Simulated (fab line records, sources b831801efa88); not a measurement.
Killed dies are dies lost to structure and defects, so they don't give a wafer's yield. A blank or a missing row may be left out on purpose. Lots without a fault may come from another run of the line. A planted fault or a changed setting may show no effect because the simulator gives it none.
One fault seen from 2 desks | flow sfq_line | each desk has only its own numbers; what lay behind them comes last

THE METROLOGY DESK
What the gauges read, lot by lot, whatever tool the lot ran on: means of the sampled wafers that have a number. A lot is out of limits, marked OUT, if its mean lies more than 4 standard deviations from the usual mean; the brackets give that distance.
Columns: A = M1_NB_RS at SFQ_M1_RS_MEAS_909, usual 0.889 ohm/sq; B = M2_OVL at SFQ_M2_OVL_MEAS_916, usual -2 nm
lot  | first seen here | A                | B
L341 | day 17 04:22    | 0.896            | -3
L343 | day 18 11:47    | 0.878            | 0
L344 | day 19 03:23    | 0.897            | 8
L346 | day 20 03:19    | 0.876            | -6
L347 | day 20 05:44    | 0.888            | 2
L348 | day 20 15:49    | 0.892            | -7
L349 | day 20 22:59    | 0.873            | -6
L350 | day 21 00:21    | 0.894            | 4
L351 | day 21 01:22    | 0.896            | -4
L352 | day 21 02:35    | 0.896            | 2
L359 | day 21 10:57    | 0.848            | -2
L360 | day 21 12:21    | 0.892            | -10
L361 | day 21 13:21    | 0.901            | -7
L362 | day 21 14:45    | 0.828 (-5.5) OUT | -3
This desk's finding: out of limits on L362; first on L362, day 21 14:45 (M1_NB_RS at SFQ_M1_RS_MEAS_909). In limits: L341, L343, L344, L346, L347, L348, L349, L350, L351, L352, L359, L360, L361.

THE TOOL OWNER'S DESK: pvd_sputter-03
The tool's own readings at SFQ_TRILAYER_M1_DEP_SPUTTER_037 (material Nb, target thk 200 nm, time 133.3 s): means of the sampled wafers that have a number, for each lot that ran on this tool. A lot is out of limits, marked OUT, if its mean lies more than 4 standard deviations from the usual mean; the brackets give that distance.
Columns: A = throttle_valve_pct at SFQ_TRILAYER_M1_DEP_SPUTTER_037, usual 29.8 %
lot  | first seen here | A
L343 | day 18 11:42    | 29.7
L351 | day 21 01:17    | 29.9
L359 | day 21 10:52    | 29.9
L362 | day 21 14:38    | 30.0
This desk's finding: nothing out of limits on any of the 4 lots.

PUT TOGETHER
The metrology desk could have raised an alarm at day 21 14:45, on L362.
The tool owner's desk saw nothing out of limits.
The tool owner's desk has L362 on record, within its limits.
Of the lots named, all ran SFQ_TRILAYER_M1_DEP_SPUTTER_037 on pvd_sputter-03.

WHAT THE SIMULATOR HAD PUT IN
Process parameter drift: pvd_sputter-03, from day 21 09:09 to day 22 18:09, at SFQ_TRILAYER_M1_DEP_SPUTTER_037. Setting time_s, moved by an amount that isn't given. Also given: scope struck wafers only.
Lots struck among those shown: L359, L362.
Hours from the fault's start to each desk's first reading out of limits: the metrology desk, 6.
